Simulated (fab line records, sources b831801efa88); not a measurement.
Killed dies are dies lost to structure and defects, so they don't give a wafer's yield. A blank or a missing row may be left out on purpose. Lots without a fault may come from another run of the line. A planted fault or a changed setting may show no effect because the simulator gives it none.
One fault seen from 2 desks | flow sky130 | each desk has only its own numbers; what lay behind them comes last

THE TOOL OWNER'S DESK: pvd_sputter-03
The tool's own readings at SKY_VIA1_SPUTTER_20 (material TiN, target thk 20 nm, time 80 s): means of the sampled wafers that have a number, for each lot that ran on this tool. A lot is out of limits, marked OUT, if its mean lies more than 4 standard deviations from the usual mean; the brackets give that distance.
Columns: A = throttle_valve_pct at SKY_VIA1_SPUTTER_20, usual 30.1 %
lot  | first seen here | A
L639 | day 35 04:56    | 29.9
L638 | day 35 07:55    | 29.8
L640 | day 36 03:08    | 29.7
L647 | day 38 01:11    | 30.3
L649 | day 38 17:55    | 29.7
This desk's finding: nothing out of limits on any of the 5 lots.

THE METROLOGY DESK
What the gauges read, lot by lot, whatever tool the lot ran on: means of the sampled wafers that have a number. A lot is out of limits, marked OUT, if its mean lies more than 4 standard deviations from the usual mean; the brackets give that distance.
Columns: A = VIA4_W_THK at SKY_VIA4_THK_MEAS_20, usual 508 nm
lot  | first seen here | A
L634 | day 42 20:58    | 504
L635 | day 43 05:29    | 503
L636 | day 43 13:35    | 512
L637 | day 43 22:31    | 511
L639 | day 43 22:35    | 507
L638 | day 44 02:03    | 512
L641 | day 44 14:01    | 510
L640 | day 44 18:34    | 505
L647 | day 46 08:32    | 505
L649 | day 46 20:03    | 508
L652 | day 47 15:20    | 501
L656 | day 48 11:13    | 506
This desk's finding: nothing out of limits on any of the 12 lots.

PUT TOGETHER
The tool owner's desk saw nothing out of limits.
The metrology desk saw nothing out of limits.

WHAT THE SIMULATOR HAD PUT IN
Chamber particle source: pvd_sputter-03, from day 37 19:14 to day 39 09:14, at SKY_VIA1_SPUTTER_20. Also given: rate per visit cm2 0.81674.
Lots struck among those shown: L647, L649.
